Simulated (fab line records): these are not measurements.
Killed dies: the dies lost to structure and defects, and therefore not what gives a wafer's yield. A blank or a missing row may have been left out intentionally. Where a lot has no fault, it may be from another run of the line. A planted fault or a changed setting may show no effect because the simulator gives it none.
fab line records	flow sfq_line
record lots=6	wafers=18	last_day=80
route steps=325 shown M4@148
lots untouched by any fault: they come from a run of this same line in which no faults occurred
start_h: hours from the record's first day to the start of the lot's first wafer shown	wait_h: how many hours have passed since the lot's step before this one	" the same as in the row above	L1.1+2: a single row standing in for several wafers	- no value, or no start given	* or withheld: withheld	< > ~ a bound
route shown NAME@n: NAME is a module with steps in the file, n the number in the route of the first one	usual: average and standard deviation across the fault-free wafers	same: alike in all rows	chamber/n: place in a boat	sites: per-site readings	_std_site: the values' standard deviation	_edge_site: the outer-site mean with the inner-site mean subtracted	radius_mm: how far each site lies from the wafer's centre	mask NAME#n: copy n	behind: tool/chamber where the wafer was last shaped	hold: cause of the lot's hold/its duration in hours/its outcome	device: names the non-switching transistor (n, p or np)	end of line: the route-end tests of the same wafers	where a step has no rows: the recipe by itself	killed: dies that structure and defects cost at the first sort, which is not the same as the wafer's yield	map: a wafer's dies, x killed, . not, _ none there
set.NAME: the setting as run; set.NAME@STEP: as run at that earlier step	model.NAME: the simulator's own value behind a step, which no gauge read
lots at selected steps of the route; one table per step, one row per wafer
services: when a tool's chamber went out of use (start_h, in hours from the record's first day, below 0 if earlier), for how many hours, and the reason
## steps
# step SFQ_TRILAYER_M4_DEP_PRE_CLEAN_092
# recipe gas=Ar	time_s=22.5	bias_v=250
# step SFQ_TRILAYER_M4_DEP_SPUTTER_091
# recipe material=Nb	base_pressure_pa=1.33e-06	chamber_pressure_pa=0.1333	substrate_temp_c=20	resputter_cathode_voltage_v=400	target_thk_nm=200	power_w=2000	time_s=133.3
# usual throttle_valve_pct=30.0/1
lot.wafer	tool	chamber	start_h	wait_h	throttle_valve_pct
L814.1	pvd_sputter-04	-	920.65	0.0	31.0
L814.4	"	-	"	"	32.2
L814.5	"	-	"	"	31.8
L818.2	pvd_sputter-04	-	982.35	0.0	31.1
L818.5	"	-	"	"	30.5
L818.6	"	-	"	"	30.9
L825.1	pvd_sputter-03	-	1177.47	0.0	29.2
L825.2	"	-	"	"	30.2
L825.3	"	-	"	"	29.8
L835.1	pvd_sputter-04	-	1247.00	0.0	28.7
L835.3	"	-	"	"	30.8
L835.5	"	-	"	"	29.2
L836.4	pvd_sputter-04	-	1261.78	0.0	31.9
L836.5	"	-	"	"	32.0
L836.6	"	-	"	"	30.8
L837.1	pvd_sputter-04	-	1288.62	0.0	28.7
L837.2	"	-	"	"	30.9
L837.5	"	-	"	"	29.2
# step SFQ_M4_RS_MEAS_924
# recipe thk_meas_gauge=four-point-probe	reads=Nb_of_TRILAYER_M4_DEP_SPUTTER_091
# usual M4_NB_RS=0.892/0.01
lot.wafer	tool	chamber	start_h	wait_h	M4_NB_RS[ohm/sq]
L814.1	film_metro-01	-	920.74	0.0	0.889
L814.4	"	-	"	"	0.887
L814.5	"	-	"	"	0.884
L818.2	film_metro-03	-	982.46	0.1	0.893
L818.5	"	-	"	"	0.889
L818.6	"	-	"	"	0.893
L825.1	film_metro-04	-	1177.56	0.0	0.892
L825.2	"	-	"	"	0.891
L825.3	"	-	"	"	0.888
L835.1	film_metro-03	-	1247.09	0.0	0.899
L835.3	"	-	"	"	0.899
L835.5	"	-	"	"	0.896
L836.4	film_metro-03	-	1261.93	0.1	0.876
L836.5	"	-	"	"	0.885
L836.6	"	-	"	"	0.878
L837.1	film_metro-03	-	1288.71	0.0	0.899
L837.2	"	-	"	"	0.884
L837.5	"	-	"	"	0.893
# step SFQ_TRILAYER_M4_LITHO_COAT_098
# recipe resist=BARC	spin_rpm=3000	resist_thk_nm=62
# step SFQ_TRILAYER_M4_LITHO_COAT_093
# recipe resist=KrF	spin_rpm=3000	resist_thk_nm=600
# step SFQ_TRILAYER_M4_LITHO_SOFTBAKE_097
# recipe temp_c=withheld	time_s=withheld	resist=KrF
# step SFQ_TRILAYER_M4_LITHO_EXPOSE_094
# recipe mask_id=M4	na=0.6	source_shape=conventional	sigma_outer=0.65	target_cd_nm=500	dose_mj=14.4
# step SFQ_TRILAYER_M4_LITHO_PEB_096
# recipe peb_temp_c=115	peb_time_s=60	resist=KrF
# step SFQ_TRILAYER_M4_LITHO_DEVELOP_095
# recipe time_s=60	resist=KrF
# step SFQ_M4_OVL_MEAS_926
# usual M4_OVL=-3/5.6
lot.wafer	tool	chamber	start_h	wait_h	M4_OVL[nm]
L814.1	overlay-02	-	1056.60	0.1	-12
L814.4	"	-	"	"	-10
L814.5	"	-	"	"	-10
L818.2	overlay-01	-	1125.01	0.1	-13
L818.5	"	-	"	"	-1
L818.6	"	-	"	"	-7
L825.1	overlay-02	-	1307.58	0.1	-7
L825.2	"	-	"	"	0
L825.3	"	-	"	"	-3
L835.1	overlay-01	-	1359.89	0.1	-2
L835.3	"	-	"	"	-6
L835.5	"	-	"	"	-3
L836.4	overlay-02	-	1371.53	0.1	1
L836.5	"	-	"	"	-2
L836.6	"	-	"	"	-5
L837.1	overlay-02	-	1395.51	0.1	5
L837.2	"	-	"	"	-7
L837.5	"	-	"	"	1
# step SFQ_TRILAYER_M4_BARC_OPEN_METAL_ETCH_123
# recipe mask_material=PR	chemistry=O2	target_depth_nm=125	target=BARC	icp_w=600	bias_w=80	pressure_mtorr=10	time_s=41.7
# usual drypump_motor_current_A=5.9/0.57	oes_product_au=0.685/0.0042
lot.wafer	tool	chamber	start_h	wait_h	drypump_motor_current_A	oes_product_au	rf_hours_counter_h
L814.1	rie_metal-04	0	1056.64	0.0	5.6	0.681	89
L814.4	"	1	"	"	4.7	0.689	-
L814.5	"	0	"	"	5.7	0.675	-
L818.2	rie_metal-02	0	1125.04	0.0	6.5	0.678	40
L818.5	"	0	"	"	6.5	0.691	-
L818.6	"	1	"	"	6.3	0.673	-
L825.1	rie_metal-03	1	1307.61	0.0	6.1	0.686	67
L825.2	"	0	"	"	5.5	0.685	5
L825.3	"	1	"	"	6.1	0.686	-
L835.1	rie_metal-02	1	1359.93	0.0	6.3	0.690	117
L835.3	"	0	"	"	6.5	0.680	-
L835.5	"	0	"	"	6.5	0.689	-
L836.4	rie_metal-03	0	1371.56	0.0	5.5	0.683	-
L836.5	"	0	"	"	5.5	0.687	-
L836.6	"	1	"	"	6.1	0.690	-
L837.1	rie_metal-02	1	1395.54	0.0	6.3	0.684	123
L837.2	"	0	"	"	6.5	0.687	85
L837.5	"	0	"	"	6.5	0.688	-
# step SFQ_TRILAYER_M4_ETCH_METAL_ETCH_096
# recipe target=Nb	stop_on=SiO2	mask_material=PR	chemistry=Cl2/Ar	target_depth_nm=240	icp_w=600	bias_w=80	pressure_mtorr=10	time_s=120
# usual drypump_motor_current_A=5.9/0.57	oes_product_au=0.893/0.0075
lot.wafer	tool	chamber	start_h	wait_h	drypump_motor_current_A	oes_product_au	rf_hours_counter_h	model.KrF_of_TRILAYER_M4_LITHO_COAT_093.thk_nm
L814.1	rie_metal-04	0	1056.70	0.0	5.7	0.890	89	376.4
L814.4	"	1	"	"	4.7	0.898	-	376.7
L814.5	"	0	"	"	5.7	0.898	-	375.9
L818.2	rie_metal-02	0	1125.10	0.0	6.5	0.891	40	382.3
L818.5	"	0	"	"	6.5	0.890	-	379.4
L818.6	"	1	"	"	6.3	0.885	-	380.6
L825.1	rie_metal-03	1	1307.67	0.0	6.1	0.897	68	383.3
L825.2	"	0	"	"	5.5	0.892	5	381.8
L825.3	"	1	"	"	6.1	0.894	-	383.3
L835.1	rie_metal-02	1	1359.99	0.0	6.3	0.893	117	379.5
L835.3	"	0	"	"	6.5	0.881	-	380
L835.5	"	0	"	"	6.6	0.886	-	397.7
L836.4	rie_metal-03	0	1371.65	0.1	5.5	0.904	-	378.9
L836.5	"	0	"	"	5.5	0.899	-	375.3
L836.6	"	1	"	"	6.2	0.896	-	381.2
L837.1	rie_metal-02	1	1395.60	0.0	6.3	0.879	123	383.1
L837.2	"	0	"	"	6.6	0.899	85	382.8
L837.5	"	0	"	"	6.6	0.904	-	401.4
# step SFQ_TRILAYER_M4_STRIP_STRIP_097
# recipe gas=O2	power_w=200	platen_temp_c=40	overash_fraction=0.65	chemistry=O2	pressure_mtorr=50
# usual drypump_motor_current_A=5.9/0.57	oes_product_au=1.002/0.0091
lot.wafer	tool	chamber	start_h	wait_h	drypump_motor_current_A	oes_product_au	rf_hours_counter_h
L814.1	rie_metal-04	0	1056.82	0.1	5.7	1.006	89
L814.4	"	1	"	"	4.8	1.013	-
L814.5	"	0	"	"	5.7	1.004	-
L818.2	rie_metal-02	0	1125.22	0.1	6.5	1.012	40
L818.5	"	0	"	"	6.5	1.018	-
L818.6	"	1	"	"	6.3	0.997	-
L825.1	rie_metal-03	1	1307.80	0.1	6.1	0.986	68
L825.2	"	0	"	"	5.5	0.984	6
L825.3	"	1	"	"	6.1	0.995	-
L835.1	rie_metal-02	1	1360.11	0.1	6.3	1.004	117
L835.3	"	0	"	"	6.5	1.011	-
L835.5	"	0	"	"	6.5	1.005	-
L836.4	rie_metal-03	0	1371.93	0.2	5.5	0.998	-
L836.5	"	0	"	"	5.5	1.010	-
L836.6	"	1	"	"	6.1	0.989	-
L837.1	rie_metal-02	1	1395.73	0.1	6.3	0.997	123
L837.2	"	0	"	"	6.6	0.992	85
L837.5	"	0	"	"	6.5	0.997	-
## services
tool	chamber	start_h	hours	kind
rie_metal-03	0	930.73	23.5	repair
rie_metal-02	-	939.96	10.0	pm
rie_metal-03	-	974.51	4.3	pm
rie_metal-03	-	1049.73	14.6	pm
rie_metal-03	-	1070.94	0.4	repair
pvd_sputter-04	-	1117.00	1.1	repair
rie_metal-04	-	1163.46	0.1	repair
rie_metal-04	0	1166.88	22.6	repair
pvd_sputter-04	3	1188.28	-	consumable_replace:kit
pvd_sputter-04	3	1188.28	18.0	scheduled_down
rie_metal-03	1	1194.05	3.8	repair
rie_metal-02	1	1208.39	4.0	repair
rie_metal-03	0	1258.38	-	clean
rie_metal-03	0	1258.38	-	consumable_replace:focus_ring
rie_metal-03	0	1258.38	16.2	scheduled_down
rie_metal-03	0	1258.38	16.2	vent_cycle
pvd_sputter-03	-	1276.57	21.6	repair
pvd_sputter-03	-	1291.77	10.3	repair
rie_metal-04	1	1308.36	5.9	repair
rie_metal-04	-	1313.85	2.8	pm
rie_metal-04	-	1362.68	1.5	repair
rie_metal-04	0	1374.70	7.1	repair
pvd_sputter-04	-	1383.72	5.4	repair
rie_metal-04	-	1387.35	0.6	repair
## key
first_sign none at tools or gauges
model_effect step=SFQ_TRILAYER_M4_ETCH_METAL_ETCH_096	value=KrF_of_TRILAYER_M4_LITHO_COAT_093.thk_nm	without=381.8	struck=399.5
met_at SFQ_TRILAYER_M4_ETCH_METAL_ETCH_096
struck_wafers L835.5,L837.5
onset_between 1125.10 1359.99
fault kind=process_parameter_drift	tool=rie_metal-02	chamber=-	onset_h=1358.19	steps=SFQ_TRILAYER_M4_ETCH_METAL_ETCH_096	channel=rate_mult	offset=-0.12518	shape=step	end_h=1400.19	scope=struck_wafers_only
